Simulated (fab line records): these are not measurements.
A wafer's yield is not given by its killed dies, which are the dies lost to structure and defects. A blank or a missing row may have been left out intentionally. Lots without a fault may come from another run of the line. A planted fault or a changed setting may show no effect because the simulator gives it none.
Which tool was responsible? -- flow sky130 -- Sampling: 7 lots, 21 wafers, 2 of 708 route steps

## WHAT THE GAUGES SHOWED, per wafer
SKY_CONTACT_THK_MEAS_03.
lot,measured,on,CONTACT_HDPCVD_THK (nm)
L646,day 31 07:00,film_metro-01,561 561 572
L649,day 33 00:52,film_metro-03,567 577 573
L652,day 33 04:22,film_metro-01,568 563 560
L653,day 33 08:23,film_metro-04,572 564 568
L664,day 37 03:23,film_metro-03,566 563 563
L665,day 37 09:49,film_metro-03,571 560 560
L668,day 38 01:08,film_metro-01,571 577 563

## TOOL THAT RAN EACH LOT (tool first, then ch and the chambers of the sampled wafers, then the start)
lot,SKY_LOCAL_INTERCONNECT_METAL_ETCH_14
L646,"rie_metal-02 ch 0,1, day 31 06:11"
L649,"rie_metal-04 ch 0,1, day 33 00:01"
L652,"rie_metal-01 ch 0,1, day 33 03:33"
L653,"rie_metal-04 ch 1, day 33 07:31"
L664,"rie_metal-01 ch 0,1, day 37 02:34"
L665,"rie_metal-01 ch 1, day 37 08:59"
L668,"rie_metal-04 ch 0,1, day 38 00:19"
- SKY_LOCAL_INTERCONNECT_METAL_ETCH_14: etches TiN in Cl2/BCl3, stops on PSG, target depth 110 nm, time 31.4 s.

## THE ANSWER, worked out from the rows above alone
Rule: what is usual is taken from the lots themselves. Put in order of their means at a reading, lots are off if they are a third of the lots or fewer, leave a main group of 4 or more, and stand apart from it by a gap of 3 or more times the standard deviation of the main group's means; of several such gaps the widest counts. Not used: any main group whose means are identical at the precision the tables above print for the reading. Also off: a lot with no number at a reading for which 4 or more lots have one. Any other lot the step has rows for is counted as sound.
No lot is off on any of the readings shown, so nothing can be concluded from this.

## WHAT WAS PUT IN BY THE SIMULATOR
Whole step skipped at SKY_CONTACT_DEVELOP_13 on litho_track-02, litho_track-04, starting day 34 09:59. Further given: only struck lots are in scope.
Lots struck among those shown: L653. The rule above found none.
